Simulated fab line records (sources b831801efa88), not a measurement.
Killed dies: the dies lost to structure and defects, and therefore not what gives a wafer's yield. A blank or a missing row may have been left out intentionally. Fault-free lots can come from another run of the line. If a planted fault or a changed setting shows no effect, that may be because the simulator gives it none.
Comparing a struck lot with a sound one / flow sky130 / 16 out of 708 route steps
Sound: wafers L933.2, L933.4, L933.5. Wafers L946.2, L946.4, L946.6 were the ones struck. The cause is given at the end.
Each step with rows lists, per side, the tool, then ch with its chambers, then its first start. Under that, the readings that differ: sound wafers / struck wafers / difference of the means / sigmas: that difference in standard deviations of wafers without a fault.
alike: a reading whose means differ by less than 2 such deviations, as well as words and numbers matching on both sides. not compared: withheld readings; readings where some wafer has no value; bounds like >300 that might hide an equal value; numbers whose values overlap and for which the record gives no deviation.
The two part at a step that has a row with sigmas, a row that says differs or no value, or rows on one side only. Non-overlapping numbers with no deviation appear without sigmas and do not part them. A reading that every wafer of one side lacks parts them only if that side has two wafers or more.

first, 4 steps without rows for these wafers: SKY_RES_XHIGH_EXPOSE_04 (exposes mask URPM, target cd 1270 nm); SKY_RES_XHIGH_PEB_05; SKY_RES_XHIGH_DEVELOP_06 (develop time 60 s); SKY_RES_XHIGH_IMPLANT_07.
SKY_RES_XHIGH_STRIP_08: strips in O2/N2.
  sound on plasma asher-01 ch 0,1, day 27 05:02; struck on plasma asher-04 ch 0,1, day 32 02:35
reading=strip time to endpoint s (s); sound=14.29 14.28 14.28; struck=14.39 14.36 14.37; difference=+0.09; sigmas=+2
  alike: drypump motor current A, oes product au
  not compared: rf hours counter h
SKY_RES_XHIGH_TW_MEAS_09:
  sound: film metro-04 at day 27 05:09; struck: film metro-03 at day 32 02:42
  alike: RES_XHIGH_TW
then, 6 steps without rows for these wafers: SKY_SD_N_DEHYDRATE_00 (time 60 s); SKY_SD_N_HMDS_01 (prime time 60 s); SKY_SD_N_COAT_02 (resist thk 1140 nm); SKY_SD_N_SOFTBAKE_03 (time 60 s); SKY_SD_N_EXPOSE_04 (exposes mask NSDM, target cd 380 nm); SKY_SD_N_PEB_05.
SKY_SD_N_DEVELOP_06: develop time 60 s.
  sound on litho track-01 ch 0, day 28 09:54; struck on litho track-03 ch 0, day 33 04:40
SKY_SD_N_CD_MEAS_07 targets a cd of 380 nm.
  sound: cd sem-01 at day 28 10:02; struck: cd sem-01 at day 33 04:49
reading=cd nm (nm); sound=378 374 377; struck=392 395 393; difference=+17; sigmas=+5
SKY_SD_N_OVL_MEAS_08:
  sound: overlay-02 at day 28 10:09; struck: overlay-01 at day 33 04:55
  alike: SD_N_OVL
-- here the record skips 16 days between the struck wafers' starts before and after, leaving off in module SD_N and picking up in module PAD_OPEN (first step shown: number 708 of the route) --
SKY_PAD_OPEN_PROBE_99:
  the record has rows for the struck wafers here (prober-01, day 49 11:52) and none for the sound ones

## WHERE THEY PART
At SKY_RES_XHIGH_STRIP_08 first; at SKY_PAD_OPEN_PROBE_99 last (within this record only).

WHY: the cause the simulator had injected
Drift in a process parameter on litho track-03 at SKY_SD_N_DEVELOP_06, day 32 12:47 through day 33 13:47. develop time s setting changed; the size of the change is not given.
